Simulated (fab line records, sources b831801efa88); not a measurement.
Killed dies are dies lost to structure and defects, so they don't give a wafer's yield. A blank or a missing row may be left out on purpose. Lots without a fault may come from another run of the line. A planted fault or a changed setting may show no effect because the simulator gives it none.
Which tool did it? | flow sky130 | 15 lots, 45 wafers sampled, at 2 steps of a route of 708

WHAT THE GAUGES READ, wafer by wafer
SKY_VIA3_OVL_MEAS_13. Usual: VIA3_OVL -1 nm, standard deviation 5.3.
lot  | measured     | on         | VIA3_OVL (nm) | flag
L731 | day 39 17:19 | overlay-02 | -1 6 8        |
L733 | day 40 03:04 | overlay-02 | 8 -4 5        |
L734 | day 40 22:31 | overlay-02 | 6 -2 -4       |
L737 | day 41 19:01 | overlay-01 | 3 6 0         |
L738 | day 42 02:55 | overlay-01 | -6 5 -2       |
L740 | day 42 21:16 | overlay-02 | 3 3 5         |
L741 | day 42 21:43 | overlay-02 | -3 -4 -3      |
L743 | day 43 17:38 | overlay-01 | 2 8 1         |
L746 | day 44 01:07 | overlay-01 | 4 5 3         |
L747 | day 44 06:13 | overlay-02 | 1 -11 -8      |
L748 | day 44 15:35 | overlay-01 | -6 0 1        |
L749 | day 44 19:19 | overlay-02 | 2 5 5         |
L750 | day 44 21:55 | overlay-02 | 6 2 -1        |
L753 | day 45 22:46 | overlay-02 | 0 4 2         |
L754 | day 46 06:29 | overlay-02 | -4 -5 -8      |

WHICH TOOL RAN EACH LOT (tool, then ch and the chambers of the sampled wafers, then the start)
lot  | SKY_CAPM_CVD_00
L731 | pecvd-02 ch 0,1, day 36 10:31
L733 | pecvd-02 ch 1,2, day 36 21:22
L734 | pecvd-04 ch 0,1,2, day 37 18:07
L737 | pecvd-02 ch 0,2, day 38 15:29
L738 | pecvd-04 ch 0,2, day 39 01:29
L740 | pecvd-01 ch 1,2, day 39 19:11
L741 | pecvd-02 ch 0,2, day 39 19:46
L743 | pecvd-01 ch 0,1,2, day 40 15:51
L746 | pecvd-02 ch 1,2, day 41 01:04
L747 | pecvd-04 ch 1,2, day 41 06:22
L748 | pecvd-01 ch 0,2, day 41 16:27
L749 | pecvd-01 ch 1,2, day 41 20:23
L750 | pecvd-04 ch 1,2, day 41 23:03
L753 | pecvd-04 ch 1,2, day 43 02:38
L754 | pecvd-02 ch 0,1,2, day 43 11:42
- SKY_CAPM_CVD_00: deposits SiO2, target thk 15.5 nm.

WHAT THE TOOLS THEMSELVES READ (means of the sampled wafers that have a number; where no wafer has one, the mark that the record gives instead)
SKY_CAPM_CVD_00. Usual: heater_power_w 686 W, standard deviation 86.
lot  | tool     | heater_power_w (W) | flag
L731 | pecvd-02 | 725                |
L733 | pecvd-02 | 604                |
L734 | pecvd-04 | 678                |
L737 | pecvd-02 | 734                |
L738 | pecvd-04 | 711                |
L740 | pecvd-01 | 768                |
L741 | pecvd-02 | 714                |
L743 | pecvd-01 | 701                |
L746 | pecvd-02 | 635                |
L747 | pecvd-04 | 626                |
L748 | pecvd-01 | 676                |
L749 | pecvd-01 | 609                |
L750 | pecvd-04 | 686                |
L753 | pecvd-04 | 639                |
L754 | pecvd-02 | 664                |

THE ANSWER, worked out from the rows above alone
Rule: a lot is off if the mean of its wafers that have a number lies more than 3 standard deviations from the usual mean. A lot without any number at a reading at which 4 lots or more have one is off too. The other lots that the step has rows for count as sound. The gauges are gone through in route order, then the tools' own readings, and for those a lot's mean is taken as printed above. The first step at which some lot is off is used, and at that step the reading that is off furthest; a lot without a number counts as furthest.
No lot is off at any reading shown: from this, nothing can be told.

WHAT THE SIMULATOR HAD PUT IN
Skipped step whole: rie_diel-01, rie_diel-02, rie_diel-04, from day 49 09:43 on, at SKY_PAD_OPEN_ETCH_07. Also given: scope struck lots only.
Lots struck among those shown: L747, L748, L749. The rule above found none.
